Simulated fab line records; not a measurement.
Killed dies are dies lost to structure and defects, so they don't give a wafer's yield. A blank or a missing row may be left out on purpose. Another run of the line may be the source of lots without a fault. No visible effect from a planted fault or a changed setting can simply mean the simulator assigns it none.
A struck lot beside a sound one ; flow sky130 ; 17 steps out of a route of 708
Sound: wafers L145.4, L145.5, L145.6. Struck: wafer L139.2 (left out: L139.3, L139.5 of the same lot, which were not struck); the cause appears at the end.
At each step with rows: each side's tool, then ch and its chambers, then its first start. Under that, the readings that differ: sound wafers ; struck wafers ; difference of the means ; sigmas: that difference in standard deviations of wafers without a fault.
alike: readings with means less than 2 such deviations apart, plus words and numbers identical on both sides. not compared: withheld readings, readings lacking a value on some wafer, bounds such as >300 that could conceal the same value, and numbers that have no deviation in the record and whose values overlap.
A row with sigmas, a row that says differs or no value, or rows on one side alone: a step with any of these is where the two part. Numbers that have no deviation but don't overlap get no sigmas and don't part them. A reading missing from all wafers of one side parts the sides only when that side holds two or more wafers.

first, 3 steps without rows for these wafers: SKY_LI_CONTACT_EXPOSE_09 (exposes mask LICM1, target cd 170 nm); SKY_LI_CONTACT_PEB_10; SKY_LI_CONTACT_DEVELOP_11 (develop time 60 s).
SKY_LI_CONTACT_CD_MEAS_12 targets a cd of 170 nm.
  struck on cd_sem-01, day 32 13:26; sound on cd_sem-01, day 34 11:44
  alike: cd_nm
SKY_LI_CONTACT_OVL_MEAS_13:
  struck on overlay-01, day 32 13:33; sound on overlay-01, day 34 11:49
  alike: LI_CONTACT_OVL
then, 1 step without rows for these wafers: SKY_LI_CONTACT_ETCH_14 (etches BARC in N2/H2, stops on SiO2, time 45.9 s, target depth 60 nm).
SKY_LI_CONTACT_ETCH_15: etches PSG in C4F8/O2/Ar, stops on Si, target depth 600 nm.
  sound on rie_diel-01 ch 1,2,3, day 34 11:52; struck on rie_diel-03 ch 3, day 32 13:37
  alike: oes_product_au
SKY_LI_CONTACT_STRIP_16: strips in O2/N2.
  sound on plasma_asher-04 ch 0,1, day 34 11:59; struck on plasma_asher-03 ch 1, day 32 13:43
reading;sound;struck;difference;sigmas
rf_hours_counter_h (h);- - -;1;no value on the sound wafers;
  alike: drypump_motor_current_A, oes_product_au, strip_time_to_endpoint_s
then, 2 steps without rows for these wafers: SKY_LI_CONTACT_CLEAN_17 (cleans in NMP, time 600 s); SKY_LI_CONTACT_PRE_CLEAN_18 (time 5.6 s).
SKY_LI_CONTACT_SPUTTER_19: material Ti, target thk 20 nm, time 106.37 s.
  struck on pvd_sputter-04, day 32 14:00; sound on pvd_sputter-01, day 34 12:15
  alike: throttle_valve_pct
SKY_LI_CONTACT_SPUTTER_20: material TiN, target thk 20 nm, time 80 s.
  struck on pvd_sputter-04, day 32 14:05; sound on pvd_sputter-01, day 34 12:20
  alike: throttle_valve_pct
SKY_LI_CONTACT_CVD_21: deposits W, target thk 400 nm, time 120.56 s.
  sound on cvd_w-02 ch 0,1, day 34 12:26; struck on cvd_w-01 ch 0, day 32 14:08
reading;sound;struck;difference;sigmas
model.W_of_LI_CONTACT_CVD_21.thk_nm (nm);392.4 407.6 397.9;536.8;+137.5;
  alike: heater_power_w, susceptor_temp_C
SKY_LI_CONTACT_RS_MEAS_22: a four-point-probe measurement.
  struck on film_metro-02, day 32 14:17; sound on film_metro-02, day 34 12:34
reading;sound;struck;difference;sigmas
LI_CONTACT_W_RS (ohm/sq);0.290 0.279 0.286;0.212;-0.073;-18
SKY_LI_CONTACT_THK_MEAS_23: measures by xrf.
  struck on film_metro-02, day 32 14:23; sound on film_metro-02, day 34 12:40
reading;sound;struck;difference;sigmas
LI_CONTACT_W_THK (nm);402 421 411;556;+145;+20
SKY_LI_CONTACT_CMP_24: polishes, stops on PSG, t overpolish 20 s, target thk 0 nm.
  sound on cmp-01 ch 2,3, day 34 12:41; struck on cmp-01 ch 0, day 32 14:29
reading;sound;struck;difference;sigmas
time_to_endpoint_s (s);91 93 89;131;+40;+11
  alike: edge_zone_pressure_frac, motor_current_A
SKY_LOCAL_INTERCONNECT_SPUTTER_00: material TiN, target thk 100 nm, time 83.3 s.
  struck on pvd_sputter-02, day 32 14:44; sound on pvd_sputter-04, day 34 12:59
  alike: susceptor_temp_C, throttle_valve_pct

## WHERE THEY PART
First at SKY_LI_CONTACT_STRIP_16; last, within this record, at SKY_LI_CONTACT_CMP_24. Later steps at which nothing parts them and some readings are alike: SKY_LOCAL_INTERCONNECT_SPUTTER_00.

WHY: what had been put in by the simulator
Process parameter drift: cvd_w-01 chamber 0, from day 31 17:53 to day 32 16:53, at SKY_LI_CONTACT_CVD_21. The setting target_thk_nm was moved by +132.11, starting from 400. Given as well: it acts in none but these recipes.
